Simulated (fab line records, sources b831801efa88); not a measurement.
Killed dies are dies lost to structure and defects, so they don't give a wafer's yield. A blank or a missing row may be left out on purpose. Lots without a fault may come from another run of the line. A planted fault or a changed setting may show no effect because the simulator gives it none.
Chamber matching | flow sky130 | SKY_CONTACT_ETCH_17 on rie_diel-02: 4 sister chambers
The step etches SiO2 in C4F8/O2/Ar, stops on Si3N4, target depth 340 nm. 7 wafers are shown with their chamber, then 8 later ones without.

WAFERS WITH THEIR CHAMBER
wafer  | chamber | oes_product_au (a.u.)
L083.4 | 3       | 0.885
L083.5 | 0       | 0.893
L083.6 | 1       | 0.892
L088.1 | 0       | 0.897
L088.5 | 3       | 0.894
L088.6 | 2       | 0.884
L091.1 | 2       | 0.893

WAFERS WITHOUT THEIR CHAMBER
wafer  | oes_product_au (a.u.)
L091.3 | 0.897
L091.4 | 0.890
L095.3 | 0.898
L095.4 | 0.894
L095.5 | 0.891
L096.2 | 0.889
L096.3 | 0.890
L096.4 | 0.899

WHICH CHAMBER EACH WENT THROUGH
wafer  | from the rows above               | in truth
L091.3 | can't be placed: 0 or 1 or 3 or 2 | 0
L091.4 | can't be placed: 3 or 2 or 1 or 0 | 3
L095.3 | can't be placed: 0 or 1 or 3 or 2 | 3
L095.4 | can't be placed: 0 or 1 or 3 or 2 | 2
L095.5 | can't be placed: 1 or 3 or 2 or 0 | 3
L096.2 | can't be placed: 2 or 3 or 1 or 0 | 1
L096.3 | can't be placed: 3 or 2 or 1 or 0 | 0
L096.4 | can't be placed: 0 or 1 or 3 or 2 | 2
Placed correctly: 0 of 8. Can't be placed from these rows: 8 (the true chamber is among the candidates in 8). Placed wrongly: 0.
How it was worked out, from the rows above alone: a wafer's distance from a chamber is the root of the sum, over the readings, of the square of ((its reading less the chamber's mean) divided by the reading's scatter). The wafer belongs to the nearest chamber; if the next one is less than 2 further off, it can't be placed. A chamber's mean is the mean of its shown wafers. The scatter: the root of (the sum of the squares of (reading less its chamber's mean) over the shown wafers, divided by (wafers less chambers)).
